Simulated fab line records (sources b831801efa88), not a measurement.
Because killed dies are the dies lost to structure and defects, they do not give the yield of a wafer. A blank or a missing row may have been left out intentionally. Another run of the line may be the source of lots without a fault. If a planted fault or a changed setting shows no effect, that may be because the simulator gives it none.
fab line records	flow sky130
record: lots: 11	wafers: 33	last_day: 50
route steps=708 shown POLY_CUT@319 LI_CONTACT@376 LOCAL_INTERCONNECT@387
lots that met no fault: from a run of the same line without faults
start_h: hours from the record's opening day to when the first of the lot's shown wafers began	wait_h: time in hours since the lot's previous step	" repeats the value in the row above	L1.1+2: a single row standing in for several wafers	- no value present, or no start provided	* or withheld: withheld	< > ~ a bound
route shown NAME@n: names a module that has steps shown in the file, with the first one's number in the route	usual: mean/standard deviation taken from wafers without a fault	same: alike in all rows	chamber/n: place in a boat	sites: readings site by site	_std_site: standard deviation across them	_edge_site: inner sites' mean taken away from outer sites' mean	radius_mm: how far each site lies from the wafer's centre	mask NAME#n: copy n	behind: the most recent tool/chamber to have shaped the wafer	hold: the reason the lot was held/the length of the hold in hours/how it ended	device: whichever transistor did not switch (one of n, p or np)	end of line: at the end of the route, the tests of the same wafers	for a step that has no rows: nothing shown but its recipe	killed: dies that structure and defects cost at the first sort, which is not the same as the wafer's yield	map: the dies of a wafer, with x for killed, . for not killed, _ for no die there
set.NAME: setting as actually run; set.NAME@STEP: the setting as run at that earlier step	model.NAME: the simulator's own value behind a step, which no gauge read
a sample of lots followed through the steps of the route, with each step as a table and each wafer as a row
services: a tool's chamber out of use, with start hour (start_h, from the record's first day; less than 0 if before it), hours out, and reason
== steps ==
step: SKY_POLY_CUT_STRIP_12
recipe: chemistry: O2/N2	power_w: 1400	pressure_mtorr: 1500	platen_temp_c: withheld	o2_flow_sccm: 3000	n2_flow_sccm: 300	overash_fraction: 0.5
usual: drypump_motor_current_A: 5.8/0.51	oes_product_au: 0.452/0.0046	strip_time_to_endpoint_s: 5.350/0.019
lot.wafer	tool	chamber	start_h	wait_h	drypump_motor_current_A	oes_product_au	rf_hours_counter_h	strip_time_to_endpoint_s
L360.1	plasma_asher-03	1	576.63	0.0	6.0	0.448	44	5.361
L360.3	"	0	"	"	5.0	0.452	-	5.363
L360.4	"	1	"	"	6.0	0.450	-	5.356
L361.2	plasma_asher-01	1	580.93	0.0	6.4	0.449	15	5.329
L361.4	"	0	"	"	5.6	0.448	-	5.370
L361.6	"	1	"	"	6.5	0.458	-	5.374
L364.3	plasma_asher-04	1	625.16	0.1	6.3	0.451	-	5.368
L364.4	"	0	"	"	5.3	0.447	-	5.355
L364.6	"	1	"	"	6.2	0.462	-	5.330
L365.2	plasma_asher-03	0	630.93	0.0	5.0	0.448	49	5.337
L365.3	"	0	"	"	5.0	0.439	-	5.336
L365.5	"	1	"	"	6.0	0.453	-	5.359
L372.1	plasma_asher-04	0	686.83	0.0	5.4	0.460	101	5.367
L372.3	"	1	"	"	6.2	0.451	-	5.352
L372.6	"	0	"	"	5.3	0.454	-	5.353
L373.4	plasma_asher-01	1	689.07	0.1	6.5	0.449	-	5.349
L373.5	"	0	"	"	5.6	0.439	-	5.357
L373.6	"	1	"	"	6.4	0.452	-	5.348
L374.1	plasma_asher-01	1	698.73	0.0	6.4	0.455	27	5.366
L374.4	"	1	"	"	6.4	0.447	-	5.362
L374.6	"	1	"	"	6.4	0.460	-	5.351
L375.4	plasma_asher-03	0	700.71	0.1	5.0	0.448	-	5.350
L375.5	"	0	"	"	5.0	0.451	-	5.369
L375.6	"	1	"	"	6.0	0.451	-	5.353
L378.2	plasma_asher-04	0	724.58	0.0	5.3	0.456	104	5.315
L378.3	"	1	"	"	6.3	0.455	-	5.347
L378.4	"	0	"	"	5.3	0.451	-	5.358
L379.1	plasma_asher-01	1	724.63	0.0	6.5	0.451	29	5.325
L379.2	"	0	"	"	5.6	0.447	29	5.345
L379.5	"	1	"	"	6.5	0.445	-	5.336
L381.3	plasma_asher-04	0	744.92	0.1	5.3	0.454	-	5.384
L381.4	"	1	"	"	6.3	0.445	-	5.375
L381.5	"	1	"	"	6.2	0.455	-	5.362
step: SKY_LI_CONTACT_ETCH_14
recipe: chemistry: N2/H2	target: BARC	ion_energy_ev: 200	source_w: 500	bias_w: 100	pressure_mtorr: 30	n2_flow_sccm: 100	h2_flow_sccm: 200	stop_on: SiO2	time_s: 45.9	target_depth_a: 600
usual: drypump_motor_current_A: 5.8/0.5	oes_product_au: 0.854/0.0046	throttle_valve_pct: 13.225/0.0095
lot.wafer	tool	chamber	start_h	wait_h	drypump_motor_current_A	oes_product_au	rf_hours_counter_h	throttle_valve_pct
L360.1	rie_diel-01	0	691.49	0.0	6.5	0.853	2	13.218
L360.3	"	2	"	"	6.1	0.850	14	13.238
L360.4	"	1	"	"	5.2	0.857	4	13.217
L361.2	rie_diel-01	1	694.80	0.0	5.2	0.850	4	13.243
L361.4	"	2	"	"	6.1	0.862	14	13.238
L361.6	"	2	"	"	6.1	0.852	-	13.220
L364.3	rie_diel-01	0	733.90	0.0	6.6	0.857	3	13.218
L364.4	"	2	"	"	6.1	0.851	15	13.220
L364.6	"	2	"	"	6.1	0.861	-	13.226
L365.2	rie_diel-02	3	739.80	0.0	5.1	0.857	9	13.218
L365.3	"	2	"	"	5.2	0.869	5	13.222
L365.5	"	3	"	"	5.2	0.853	-	13.237
L372.1	rie_diel-01	1	793.14	0.0	5.2	0.853	6	13.215
L372.3	"	0	"	"	6.5	0.859	4	13.222
L372.6	"	0	"	"	6.5	0.853	-	13.223
L373.4	rie_diel-01	3	795.60	0.0	5.8	0.850	15	13.230
L373.5	"	0	"	"	6.5	0.861	-	13.220
L373.6	"	3	"	"	5.8	0.858	-	13.221
L374.1	rie_diel-02	3	805.99	0.0	5.2	0.855	11	13.227
L374.4	"	0	"	"	5.2	0.850	-	13.230
L374.6	"	3	"	"	5.1	0.854	-	13.207
L375.4	rie_diel-01	2	807.75	0.0	6.1	0.856	17	13.219
L375.5	"	2	"	"	6.1	0.858	-	13.232
L375.6	"	3	"	"	5.8	0.853	-	13.239
L378.2	rie_diel-01	1	832.84	0.0	5.2	0.852	7	13.248
L378.3	"	0	"	"	6.5	0.859	6	13.226
L378.4	"	3	"	"	5.8	0.847	16	13.222
L379.1	rie_diel-01	2	834.15	0.0	6.1	0.865	18	13.229
L379.2	"	0	"	"	6.5	0.851	6	13.214
L379.5	"	1	"	"	5.2	0.855	-	13.225
L381.3	rie_diel-01	3	849.99	0.0	5.8	0.857	16	13.220
L381.4	"	0	"	"	6.5	0.853	-	13.226
L381.5	"	3	"	"	5.8	0.857	-	13.227
step: SKY_LI_CONTACT_STRIP_16
recipe: chemistry: O2/N2	power_w: 1400	pressure_mtorr: 1500	platen_temp_c: withheld	o2_flow_sccm: 3000	n2_flow_sccm: 300	overash_fraction: 0.5
usual: drypump_motor_current_A: 5.8/0.5	oes_product_au: 0.374/0.0049	strip_time_to_endpoint_s: 3.47/0.035
lot.wafer	tool	chamber	start_h	wait_h	drypump_motor_current_A	oes_product_au	rf_hours_counter_h	strip_time_to_endpoint_s
L360.1	plasma_asher-01	0	691.62	-	5.6	0.371	26	3.53
L360.3	"	0	"	"	5.6	0.378	-	3.47
L360.4	"	1	"	"	6.5	0.377	-	3.48
L361.2	plasma_asher-01	1	694.93	-	6.4	0.384	26	3.56
L361.4	"	1	"	"	6.5	0.379	-	3.58
L361.6	"	1	"	"	6.5	0.387	-	3.60
L364.3	plasma_asher-03	1	734.06	-	6.0	0.372	-	3.61
L364.4	"	0	"	"	5.0	0.381	-	3.61
L364.6	"	0	"	"	5.0	0.381	-	3.59
L365.2	plasma_asher-01	1	739.93	-	6.4	0.371	31	3.48
L365.3	"	1	"	"	6.5	0.377	-	3.49
L365.5	"	1	"	"	6.4	0.380	-	3.48
L372.1	plasma_asher-01	1	793.27	-	6.4	0.371	36	3.42
L372.3	"	1	"	"	6.4	0.363	-	3.50
L372.6	"	0	"	"	5.6	0.375	-	3.49
L373.4	plasma_asher-03	0	795.76	-	5.0	0.379	-	3.45
L373.5	"	0	"	"	5.0	0.370	-	3.48
L373.6	"	1	"	"	6.0	0.374	-	3.43
L374.1	plasma_asher-01	0	806.12	-	5.6	0.365	38	3.47
L374.4	"	1	"	"	6.4	0.377	-	3.52
L374.6	"	0	"	"	5.6	0.380	-	3.44
L375.4	plasma_asher-04	1	807.91	-	6.2	0.372	-	3.41
L375.5	"	0	"	"	5.4	0.378	-	3.45
L375.6	"	1	"	"	6.3	0.373	-	3.43
L378.2	plasma_asher-01	1	832.97	-	6.5	0.372	40	3.40
L378.3	"	0	"	"	5.6	0.375	-	3.49
L378.4	"	1	"	"	6.5	0.375	-	3.46
L379.1	plasma_asher-01	0	834.27	-	5.6	0.370	41	3.47
L379.2	"	1	"	"	6.4	0.369	41	3.49
L379.5	"	1	"	"	6.4	0.372	-	3.42
L381.3	plasma_asher-04	0	850.16	-	5.3	0.374	-	3.44
L381.4	"	1	"	"	6.2	0.369	-	3.46
L381.5	"	1	"	"	6.2	0.378	-	3.46
step: SKY_LI_CONTACT_CMP_24
recipe: stop_on: PSG	t_overpolish_s: 20	down_force_psi: 3.5	platen_rpm: 60	target_thk_nm: 0	pad_velocity_m_s: 0.94248
usual: head_pressure_psi: 3.500/0.0075	motor_current_A: 11.1/0.93	overpolish_run_s: 20.000/0.0089	time_to_endpoint_s: 99/4.5
lot.wafer	tool	chamber	start_h	wait_h	head_pressure_psi	motor_current_A	overpolish_run_s	time_to_endpoint_s
L360.3	cmp-02	3	692.36	0.0	3.493	11.9	20.004	97
L360.4	"	0	"	"	3.496	12.0	20.000	88
L360.1	"	2	"	"	3.493	10.9	20.003	99
L361.2	cmp-02	0	695.71	0.1	3.505	12.0	20.001	87
L361.4	"	1	"	"	3.517	11.7	20.006	96
L361.6	"	0	"	"	3.497	12.8	20.002	85
L364.4	cmp-02	3	734.82	0.1	3.488	11.6	19.987	95
L364.3	"	0	"	"	3.500	12.6	19.994	91
L364.6	"	2	"	"	3.494	10.9	20.012	101
L365.2	cmp-01	2	740.67	0.0	3.498	12.2	19.998	96
L365.3	"	3	"	"	3.506	9.7	20.016	99
L365.5	"	3	"	"	3.506	9.3	20.012	99
L372.3	cmp-01	0	794.01	0.0	3.499	10.5	20.011	100
L372.1	"	3	"	"	3.499	9.5	19.995	96
L372.6	"	0	"	"	3.489	10.2	19.990	102
L373.4	cmp-01	0	796.47	0.0	3.493	10.0	19.996	101
L373.5	"	0	"	"	3.499	10.1	20.009	99
L373.6	"	1	"	"	3.504	12.3	20.006	96
L374.4	cmp-02	2	807.07	0.2	3.502	11.4	19.993	102
L374.1	"	3	"	"	3.497	11.8	19.999	97
L374.6	"	1	"	"	3.506	11.4	19.975	98
L375.4	cmp-02	0	808.78	0.2	3.483	12.2	20.005	93
L375.6	"	3	"	"	3.498	12.2	19.999	101
L375.5	"	0	"	"	3.483	12.4	19.987	94
L378.4	cmp-01	2	833.83	0.0	3.502	10.9	20.022	96
L378.2	"	3	"	"	3.517	9.4	20.010	97
L378.3	"	1	"	"	3.498	11.9	20.009	100
L379.1	cmp-01	2	835.19	0.1	3.514	11.6	20.014	98
L379.2	"	0	"	"	3.486	10.7	19.997	104
L379.5	"	2	"	"	3.497	11.9	20.005	98
L381.4	cmp-02	1	850.86	0.0	3.489	11.4	20.000	95
L381.3	"	3	"	"	3.499	11.4	20.002	99
L381.5	"	2	"	"	3.508	11.2	20.009	100
step: SKY_LOCAL_INTERCONNECT_SPUTTER_00
recipe: material: TiN	target_thk_nm: 100	temp_c: 300	power_w: 6500	time_s: 83.3	chamber_pressure_pa: 0.4
usual: throttle_valve_pct: 29.8/0.74
lot.wafer	tool	chamber	start_h	wait_h	throttle_valve_pct
L360.1	pvd_sputter-01	-	692.66	0.1	30.0
L360.3	"	-	"	"	29.5
L360.4	"	-	"	"	28.9
L361.2	pvd_sputter-04	-	695.96	0.2	30.1
L361.4	"	-	"	"	29.5
L361.6	"	-	"	"	29.3
L364.3	pvd_sputter-01	-	735.07	0.1	30.3
L364.4	"	-	"	"	28.9
L364.6	"	-	"	"	28.9
L365.2	pvd_sputter-04	-	740.97	0.2	29.4
L365.3	"	-	"	"	29.9
L365.5	"	-	"	"	29.2
L372.1	pvd_sputter-02	-	794.31	0.1	31.4
L372.3	"	-	"	"	30.6
L372.6	"	-	"	"	30.7
L373.4	pvd_sputter-01	-	796.80	0.3	28.7
L373.5	"	-	"	"	29.9
L373.6	"	-	"	"	30.0
L374.1	pvd_sputter-04	-	807.32	0.1	29.3
L374.4	"	-	"	"	30.8
L374.6	"	-	"	"	29.0
L375.4	pvd_sputter-04	-	809.03	0.2	29.9
L375.5	"	-	"	"	29.8
L375.6	"	-	"	"	29.4
L378.2	pvd_sputter-02	-	834.13	0.2	29.8
L378.3	"	-	"	"	30.8
L378.4	"	-	"	"	29.8
L379.1	pvd_sputter-01	-	835.44	0.2	29.7
L379.2	"	-	"	"	28.8
L379.5	"	-	"	"	29.0
L381.3	pvd_sputter-04	-	851.16	0.1	29.4
L381.4	"	-	"	"	30.3
L381.5	"	-	"	"	31.0
== services ==
tool	chamber	start_h	hours	kind
plasma_asher-03	-	556.93	2.8	pm
cmp-02	-	572.17	4.0	pm
rie_diel-01	2	577.29	5.0	repair
cmp-01	-	579.60	2.5	repair
rie_diel-01	0	602.57	2.0	repair
cmp-02	-	609.49	12.3	repair
plasma_asher-01	-	639.51	1.0	repair
plasma_asher-04	-	646.20	2.3	repair
cmp-02	-	649.05	5.3	pm
cmp-02	-	659.05	8.1	pm
plasma_asher-03	-	689.29	3.5	repair
cmp-01	-	692.09	1.6	repair
cmp-01	-	696.54	2.9	repair
cmp-01	-	698.99	1.8	repair
plasma_asher-04	-	733.75	9.0	pm
cmp-02	-	749.87	1.7	repair
rie_diel-01	-	753.00	2.8	pm
plasma_asher-04	-	758.09	2.7	repair
rie_diel-01	2	766.79	5.1	repair
cmp-02	-	766.93	6.4	repair
rie_diel-01	3	792.22	2.7	repair
cmp-02	-	840.36	4.0	repair
rie_diel-01	3	843.52	3.4	repair
rie_diel-01	2	848.91	13.4	repair
== key ==
first_sign: step: SKY_LI_CONTACT_STRIP_16	reading: strip_time_to_endpoint_s	direction: up	sigmas: 3.6	usual: *	struck: *
effect none on later readings
met_at SKY_LI_CONTACT_ETCH_14
struck_lots L361,L364
tester_left_out L361,L364
not_acting_at SKY_POLY_CUT_STRIP_12,SKY_LI_CONTACT_CMP_24,SKY_LOCAL_INTERCONNECT_SPUTTER_00
onset_between 691.49 694.80
fault: kind: process_parameter_drift	tool: rie_diel-01	chamber: -	onset_h: 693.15	steps: SKY_LI_CONTACT_ETCH_14	channel: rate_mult	offset: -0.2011	shape: step	end_h: 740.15
tester_left_out: of these lots the tester's yield and bins aren't shown, on N5 and GAA mostly nor the transistor test; their killed dies are dies lost to structure and defects alone, not to doping, threshold or leakage, so they don't give the yield
